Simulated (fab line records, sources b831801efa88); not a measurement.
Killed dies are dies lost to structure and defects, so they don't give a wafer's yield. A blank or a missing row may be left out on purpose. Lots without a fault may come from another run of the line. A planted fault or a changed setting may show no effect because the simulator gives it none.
fab line records | flow sky130
record lots=14 wafers=42 last_day=50
route steps=708 shown LI_CONTACT@375 LOCAL_INTERCONNECT@395
lots that met no fault: from a run of the same line without faults
start_h: hours from the record's first day to the start of the lot's first wafer shown | wait_h: hours since the lot's step before | " the same as in the row above | L1.1+2: a row that stands for several wafers | - no value, or no start given | * or withheld: withheld | < > ~ a bound
route shown NAME@n: a module of which the file shows steps, and the number in the route of the first | usual: mean/standard deviation of fault-free wafers | same: alike in all rows | chamber/n: place in a boat | sites: the reading at each site | _std_site: their standard deviation | _edge_site: outer sites' mean less inner sites' | radius_mm: how far each site lies from the wafer's centre | mask NAME#n: copy n | behind: the tool/chamber that last shaped the wafer | hold: why the lot was held/for how many hours/how that ended | device: the transistor (n, p or np) that didn't switch | end of line: the same wafers' tests at the end of the route | a step without rows: its recipe alone | killed: dies lost to structure and defects at the first sort, not the wafer's yield | map: a wafer's dies, x killed, . not, _ none there
set.NAME: the setting as run; set.NAME@STEP: as run at that earlier step | model.NAME: the simulator's own value behind a step, which no gauge read
steps of the route over a sample of lots; a table a step, a row a wafer
services: from which hour (start_h, from the record's first day; less than 0 if before it) a tool's chamber was out of use, for how many hours, and why
## steps
# step SKY_LI_CONTACT_OVL_MEAS_13
# usual LI_CONTACT_OVL=3/5.7
# columns lot.wafer tool chamber start_h wait_h LI_CONTACT_OVL[nm]
L318.2 overlay-02 - 680.61 0.1 -6
L318.3 " - " " -2
L318.6 " - " " -6
L317.1 overlay-01 - 681.55 0.1 11
L317.3 " - " " 11
L317.6 " - " " 12
L319.1 overlay-01 - 694.60 0.1 17
L319.3 " - " " -1
L319.4 " - " " 2
L320.1 overlay-01 - 699.20 0.1 5
L320.4 " - " " 2
L320.5 " - " " 5
L322.3 overlay-01 - 731.73 0.1 7
L322.4 " - " " 11
L322.6 " - " " 2
L325.2 overlay-01 - 741.31 0.1 -5
L325.3 " - " " -12
L325.5 " - " " -17
L326.2 overlay-01 - 751.73 0.1 1
L326.5 " - " " -1
L326.6 " - " " -4
L328.1 overlay-02 - 766.87 0.1 14
L328.5 " - " " 3
L328.6 " - " " 5
L331.2 overlay-02 - 790.28 0.1 -3
L331.3 " - " " 2
L331.5 " - " " 1
L332.1 overlay-02 - 796.61 0.1 1
L332.4 " - " " 2
L332.5 " - " " -4
L333.3 overlay-01 - 804.13 0.1 4
L333.4 " - " " 7
L333.6 " - " " 0
L338.3 overlay-02 - 839.28 0.1 6
L338.5 " - " " 11
L338.6 " - " " 3
L339.1 overlay-01 - 845.18 0.1 0
L339.3 " - " " 3
L339.4 " - " " 2
L340.1 overlay-02 - 852.63 0.1 11
L340.3 " - " " 9
L340.5 " - " " 14
# step SKY_LI_CONTACT_CVD_21
# recipe material=W target_thk_nm=400 time_s=120.56 temp_c=400 pressure_torr=40
# usual heater_power_w=870/91
# columns lot.wafer tool chamber start_h wait_h heater_power_w
L318.2 cvd_w-02 0 681.20 0.0 788
L318.3 " 0 " " 809
L318.6 " 1 " " 856
L317.1 cvd_w-02 1 682.15 0.0 857
L317.3 " 0 " " 790
L317.6 " 1 " " 853
L319.1 cvd_w-02 0 695.19 0.0 805
L319.3 " 1 " " 832
L319.4 " 0 " " 806
L320.1 cvd_w-01 0 699.80 0.0 808
L320.4 " 0 " " 801
L320.5 " 0 " " 812
L322.3 cvd_w-01 0 732.53 0.1 814
L322.4 " 1 " " 1033
L322.6 " 0 " " 815
L325.2 cvd_w-02 0 741.90 0.0 801
L325.3 " 1 " " 836
L325.5 " 1 " " 830
L326.2 cvd_w-02 1 752.34 0.0 856
L326.5 " 0 " " 798
L326.6 " 1 " " 849
L328.1 cvd_w-01 0 767.47 0.0 819
L328.5 " 1 " " 1044
L328.6 " 0 " " 800
L331.2 cvd_w-02 1 790.87 0.0 841
L331.3 " 1 " " 841
L331.5 " 0 " " 783
L332.1 cvd_w-01 1 797.20 0.0 1027
L332.4 " 0 " " 818
L332.5 " 1 " " 1064
L333.3 cvd_w-02 0 804.76 0.1 804
L333.4 " 1 " " 851
L333.6 " 0 " " 810
L338.3 cvd_w-02 0 839.91 0.1 811
L338.5 " 0 " " 808
L338.6 " 1 " " 873
L339.1 cvd_w-01 1 845.77 0.0 1049
L339.3 " 1 " " 1061
L339.4 " 0 " " 839
L340.1 cvd_w-02 0 853.22 0.0 800
L340.3 " 0 " " 825
L340.5 " 1 " " 856
# step SKY_LI_CONTACT_THK_MEAS_23
# recipe thk_meas_gauge=xrf reads=W_of_LI_CONTACT_CVD_21
# usual LI_CONTACT_W_THK=394/7.6
# columns lot.wafer tool chamber start_h wait_h LI_CONTACT_W_THK[nm]
L318.2 film_metro-01 - 681.46 0.1 400
L318.3 " - " " 400
L318.6 " - " " 400
L317.1 film_metro-02 - 682.40 0.1 384
L317.3 " - " " 392
L317.6 " - " " 391
L319.1 film_metro-01 - 695.44 0.1 410
L319.3 " - " " 407
L319.4 " - " " 411
L320.1 film_metro-03 - 700.05 0.1 382
L320.4 " - " " 385
L320.5 " - " " 385
L322.3 film_metro-03 - 732.76 0.1 385
L322.4 " - " " 391
L322.6 " - " " 388
L325.2 film_metro-03 - 742.16 0.1 390
L325.3 " - " " 390
L325.5 " - " " 384
L326.2 film_metro-03 - 752.59 0.1 394
L326.5 " - " " 397
L326.6 " - " " 391
L328.1 film_metro-02 - 767.71 0.1 395
L328.5 " - " " 393
L328.6 " - " " 393
L331.2 film_metro-03 - 791.13 0.1 389
L331.3 " - " " 389
L331.5 " - " " 389
L332.1 film_metro-02 - 797.45 0.1 397
L332.4 " - " " 391
L332.5 " - " " 394
L333.3 film_metro-02 - 804.98 0.1 398
L333.4 " - " " 401
L333.6 " - " " 397
L338.3 film_metro-03 - 840.13 0.1 386
L338.5 " - " " 385
L338.6 " - " " 390
L339.1 film_metro-02 - 846.02 0.1 389
L339.3 " - " " 394
L339.4 " - " " 389
L340.1 film_metro-03 - 853.47 0.1 389
L340.3 " - " " 385
L340.5 " - " " 386
# step SKY_LOCAL_INTERCONNECT_EXPOSE_08
# recipe mask_id=LI1M na=0.8 source_shape=annular sigma_inner=0.55 sigma_outer=0.85 target_cd_nm=170 dose_mj=28
# usual exposure_dose_mJ_cm2=28.003/0.027 focus_offset_nm=0.0/0.61
# columns lot.wafer tool chamber start_h wait_h mask exposure_dose_mJ_cm2 focus_offset_nm
L318.2 krf_scanner-02 0 696.37 - LI1M#0 27.911 1.9
L318.3 " 0 " " LI1M#0 27.953 1.2
L318.6 " 0 " " LI1M#0 27.942 2.1
L317.1 krf_scanner-01 0 697.28 - LI1M#0 28.049 -0.9
L317.3 " 0 " " LI1M#0 28.034 0.4
L317.6 " 0 " " LI1M#0 28.019 -0.7
L319.1 krf_scanner-02 0 709.33 - LI1M#0 27.972 -0.7
L319.3 " 0 " " LI1M#0 27.979 -0.5
L319.4 " 0 " " LI1M#0 27.934 -0.8
L320.1 krf_scanner-01 0 714.43 - LI1M#0 28.031 0.7
L320.4 " 0 " " LI1M#0 28.030 -0.6
L320.5 " 0 " " LI1M#0 28.030 0.9
L322.3 krf_scanner-02 0 747.41 - LI1M#0 27.997 0.8
L322.4 " 0 " " LI1M#0 28.007 0.8
L322.6 " 0 " " LI1M#0 28.042 0.3
L325.2 krf_scanner-01 0 757.05 - LI1M#0 27.972 0.1
L325.3 " 0 " " LI1M#0 27.961 0.6
L325.5 " 0 " " LI1M#0 28.046 0.2
L326.2 krf_scanner-01 0 766.42 - LI1M#0 28.024 -0.9
L326.5 " 0 " " LI1M#0 28.028 0.4
L326.6 " 0 " " LI1M#0 28.017 -0.5
L328.1 krf_scanner-01 0 782.21 - LI1M#0 27.972 -0.2
L328.5 " 0 " " LI1M#0 28.013 0.4
L328.6 " 0 " " LI1M#0 28.001 -0.4
L331.2 krf_scanner-02 0 804.74 - LI1M#0 28.032 0.0
L331.3 " 0 " " LI1M#0 27.995 0.4
L331.5 " 0 " " LI1M#0 28.052 -0.1
L332.1 krf_scanner-02 - 811.69 - LI1M#0 - -
L332.4 " - " " LI1M#0 - -
L332.5 " - " " LI1M#0 - -
L333.3 krf_scanner-02 - 819.21 - LI1M#0 - -
L333.4 " - " " LI1M#0 - -
L333.6 " - " " LI1M#0 - -
L338.3 krf_scanner-01 0 853.97 - LI1M#0 28.012 0.6
L338.5 " 0 " " LI1M#0 27.974 -0.7
L338.6 " 0 " " LI1M#0 27.982 0.2
L339.1 krf_scanner-02 0 859.13 - LI1M#0 28.025 -0.8
L339.3 " 0 " " LI1M#0 28.002 0.3
L339.4 " 0 " " LI1M#0 27.942 0.0
L340.1 krf_scanner-01 0 867.73 - LI1M#0 27.993 0.3
L340.3 " 0 " " LI1M#0 27.990 0.3
L340.5 " 0 " " LI1M#0 27.962 -0.7
## services
# columns tool chamber start_h hours kind
krf_scanner-01 - 660.72 6.8 repair
krf_scanner-02 - 680.24 1.8 repair
krf_scanner-01 - 702.61 0.8 pm
krf_scanner-02 - 703.36 1.0 pm
krf_scanner-01 - 704.89 1.0 pm
krf_scanner-02 - 711.32 0.8 pm
krf_scanner-02 - 713.13 1.3 pm
cvd_w-01 0 715.04 3.9 repair
cvd_w-01 - 739.02 0.3 repair
krf_scanner-01 - 739.11 4.4 pm
krf_scanner-01 - 743.84 1.3 pm
krf_scanner-01 - 755.77 0.8 pm
cvd_w-01 1 769.54 10.9 repair
krf_scanner-02 - 805.53 4.4 pm
krf_scanner-01 - 810.00 4.0 pm
krf_scanner-02 - 814.02 3.6 pm
krf_scanner-02 - 865.21 7.2 pm
cvd_w-01 - 865.53 6.0 pm
## key
first_sign step=SKY_LOCAL_INTERCONNECT_EXPOSE_08 reading=tool_record direction=missing
effect none on later readings
met_at SKY_LOCAL_INTERCONNECT_EXPOSE_08
struck_lots L332,L333
later_rows_left_out L332.1,L332.4,L332.5,L333.3,L333.4,L333.6
sort_left_out L332.1,L332.4,L332.5,L333.3,L333.4,L333.6
tester_left_out L332,L333
not_acting_at SKY_LI_CONTACT_OVL_MEAS_13,SKY_LI_CONTACT_CVD_21,SKY_LI_CONTACT_THK_MEAS_23
onset_between 804.74 811.69
fault kind=skipped_step_whole tool=krf_scanner-02 chamber=- onset_h=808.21 steps=SKY_LOCAL_INTERCONNECT_EXPOSE_08 scope=struck_lots_only
# tester_left_out: of these lots the tester's yield and bins aren't shown, on N5 and GAA mostly nor the transistor test; their killed dies are dies lost to structure and defects alone, not to doping, threshold or leakage, so they don't give the yield
# sort_left_out: the simulated sort isn't trusted on such a fault, so these wafers' sort isn't shown, and their yield isn't known
# later_rows_left_out: the simulator's readings of these wafers behind a module that went badly wrong aren't trusted and aren't shown, but for the sort
